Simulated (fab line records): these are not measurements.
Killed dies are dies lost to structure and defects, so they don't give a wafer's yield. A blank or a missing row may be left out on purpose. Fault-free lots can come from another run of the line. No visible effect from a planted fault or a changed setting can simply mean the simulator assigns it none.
What tool caused it? -- flow gf180mcu -- Sampling: 14 lots, 42 wafers, 2 of 602 route steps

== WHAT EACH GAUGE READ, for each wafer ==
GF_M4_CD_MEAS_14: the cd target is 280 nm. Usual: cd_nm 279.7 nm, standard deviation 1.1.
lot,measured,on,cd_nm (nm),flag
L659,day 23 07:35,cd_sem-02,278.9 278.1 278.0,
L661,day 23 23:31,cd_sem-02,278.3 280.5 281.0,
L664,day 25 06:03,cd_sem-02,279.9 281.1 280.6,
L665,day 25 12:19,cd_sem-01,280.5 280.0 280.5,
L666,day 25 19:35,cd_sem-02,280.6 280.2 280.2,
L667,day 26 01:30,cd_sem-02,279.4 278.3 279.0,
L674,day 28 06:00,cd_sem-01,279.3 279.2 279.3,
L675,day 28 09:33,cd_sem-02,282.0 282.2 281.3,
L676,day 28 17:43,cd_sem-01,280.0 277.3 278.6,
L678,day 29 07:20,cd_sem-02,280.2 278.7 279.2,
L677,day 29 08:41,cd_sem-01,278.2 277.6 278.4,
L680,day 30 01:31,cd_sem-01,278.8 278.0 278.7,
L681,day 30 06:55,cd_sem-02,278.4 279.5 277.8,
L682,day 30 12:26,cd_sem-01,279.8 280.1 280.6,

== TOOL THAT RAN EACH LOT (tool first, then ch and the chambers of the sampled wafers, then the start) ==
lot,GF_M4_SPUTTER_00
L659,"pvd_sputter-01, day 22 08:11"
L661,"pvd_sputter-01, day 23 00:36"
L664,"pvd_sputter-03, day 24 08:17"
L665,"pvd_sputter-04, day 24 14:51"
L666,"pvd_sputter-01, day 24 21:50"
L667,"pvd_sputter-04, day 25 04:01"
L674,"pvd_sputter-01, day 27 10:01"
L675,"pvd_sputter-03, day 27 14:07"
L676,"pvd_sputter-04, day 27 22:25"
L678,"pvd_sputter-03, day 28 12:01"
L677,"pvd_sputter-04, day 28 13:13"
L680,"pvd_sputter-03, day 29 07:19"
L681,"pvd_sputter-04, day 29 11:43"
L682,"pvd_sputter-01, day 29 18:10"
- GF_M4_SPUTTER_00: material Ti, target thk 37.5 nm, time 150 s.

== WHAT THE TOOLS THEMSELVES READ (means of the sampled wafers that have a number; where no wafer has one, the mark that the record gives instead) ==
GF_M4_SPUTTER_00. Usual: cathode_dc_power_W 4000.0 W, standard deviation 0.81; throttle_valve_pct 29.5 %, standard deviation 1.
lot,tool,cathode_dc_power_W (W),throttle_valve_pct (%),flag
L659,pvd_sputter-01,4000.4,29.1,
L661,pvd_sputter-01,3999.8,29.2,
L664,pvd_sputter-03,4000.0,28.7,
L665,pvd_sputter-04,3999.9,28.8,
L666,pvd_sputter-01,3999.5,29.5,
L667,pvd_sputter-04,4000.0,28.5,
L674,pvd_sputter-01,4000.1,29.2,
L675,pvd_sputter-03,3999.7,29.0,
L676,pvd_sputter-04,4000.3,30.6,
L678,pvd_sputter-03,4000.1,29.3,
L677,pvd_sputter-04,3999.4,31.0,
L680,pvd_sputter-03,4000.7,29.5,
L681,pvd_sputter-04,4001.1,29.8,
L682,pvd_sputter-01,4000.3,29.4,

== THE ANSWER, worked out from the rows above alone ==
Rule: a lot is off if the mean of its wafers that have a number lies more than 3 standard deviations from the usual mean. Also off: a lot with no number at a reading for which 4 or more lots have one. Any other lot the step has rows for is counted as sound. Order of review: gauges by route order, followed by the tools' own readings, for which a lot's mean as printed above is used. The first step at which some lot is off is used, and at that step the reading that is off furthest; a lot without a number counts as furthest.
None of the lots is off at any reading shown; this tells nothing.

== WHAT THE SIMULATOR HAD INSERTED ==
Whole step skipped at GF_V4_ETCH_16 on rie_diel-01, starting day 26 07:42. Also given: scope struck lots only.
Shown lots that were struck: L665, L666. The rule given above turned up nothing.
